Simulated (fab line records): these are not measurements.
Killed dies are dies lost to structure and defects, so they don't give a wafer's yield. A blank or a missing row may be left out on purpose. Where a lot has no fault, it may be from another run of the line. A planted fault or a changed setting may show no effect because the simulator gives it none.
Problem report in the 8D (eight disciplines) form, filled by code | flow sky130 | the parts of the form that need people (team, actions taken, sign-off) are left out

== 1. WHAT WENT WRONG ==
SKY_SD_N_STRIP_11, strip-time-to-endpoint-s: mean 21.74 s on 3 wafers (1 lot); fault-free wafers 22.54 s, standard deviation 0.047. Measured from the usual mean, that is -17 standard deviations.
The step: strips in O2/N2.
First observed at day 31 03:28: wafer L511.2, on plasma-asher-02. The record has a number at this step for 36 wafers belonging to 12 lots. By rule, "out" or "out of limits" means more than 4 standard deviations away from the usual mean. The other wafers with a number count as sound.

== 2. WHAT IT IS; WHAT IT IS NOT ==
question                    | is                       | is not
which readings at this step | strip-time-to-endpoint-s | drypump-motor-current-A
which lots                  | L511                     | L502, L503, L504, L506, L508, L510, L519, L520, L521, L522, L524
which wafers of those lots  | all that have a number   | -
read on which tools         | plasma-asher-02          | plasma-asher-01, plasma-asher-03
when                        | from day 31 03:28        | up to then (18 sound wafers); but 15 sound wafers of L519, L520, L521, L522, L524 came after

== 3. THE SUSPECTS, EACH WITH WHAT RULES IT OUT ==
Counting: a tool at any process step up to the reading remains a suspect when it ran all the lots that are out and ran no sound lot after the first of those.
- litho-track-02 at SKY_SD_N_COAT_02 (resist thk 1140 nm): ruled out as a lasting fault. Sound lots L522 ran on it after its first lot that is out, L511 (day 30 15:07).
- plasma-asher-02 at SKY_SD_N_STRIP_11 (strips in O2/N2): kept. It ran the lot that is out, L511 (day 31 03:28), and no sound lot after that; its last sound lot up to then is L510 (day 30 23:09). On those wafers its own readings are out: strip-time-to-endpoint-s.
Left after counting: plasma-asher-02 at SKY_SD_N_STRIP_11.

== 4. THE CAUSE (what the simulator had put in) ==
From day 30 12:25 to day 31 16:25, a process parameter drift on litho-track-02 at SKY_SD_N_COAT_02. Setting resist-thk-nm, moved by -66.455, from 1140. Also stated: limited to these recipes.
The count ruled it out by mistake, since the rule takes a fault to strike every lot its tool runs from the start of the fault on, and this one did not do so.

== 5. THE EFFECT CHAIN, in route order ==
Rows list readings where the struck wafers' mean (over those with a number) sits beyond 3 standard deviations from the usual. Only readings whose record carries a usual standard deviation are examined. hours: median over the lots of the time between each lot's start at the first step of this table that gives one and its start at this step. sigmas: the change, counted in usual standard deviations.
hours | step                | reading                  | usual    | on struck wafers | change | sigmas
0     | SKY_SD_N_CD_MEAS_07 | cd-nm                    | 379.6 nm | 387.5            | +7.9   | +3.3
0     | SKY_SD_N_STRIP_11   | strip-time-to-endpoint-s | 22.54 s  | 21.74            | -0.80  | -17
Its process steps:
- SKY_SD_N_STRIP_11: strips in O2/N2.
At these later measuring or inspecting steps, every struck wafer for which the step has a row has a number for every such reading, and none has moved that far: SKY_LI_CONTACT_THK_MEAS_01.

== 6. HOW IT WOULD HAVE BEEN CAUGHT EARLIER ==
First out-of-limits reading in this record: day 31 03:28, which is 15 hours after fault onset at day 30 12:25.
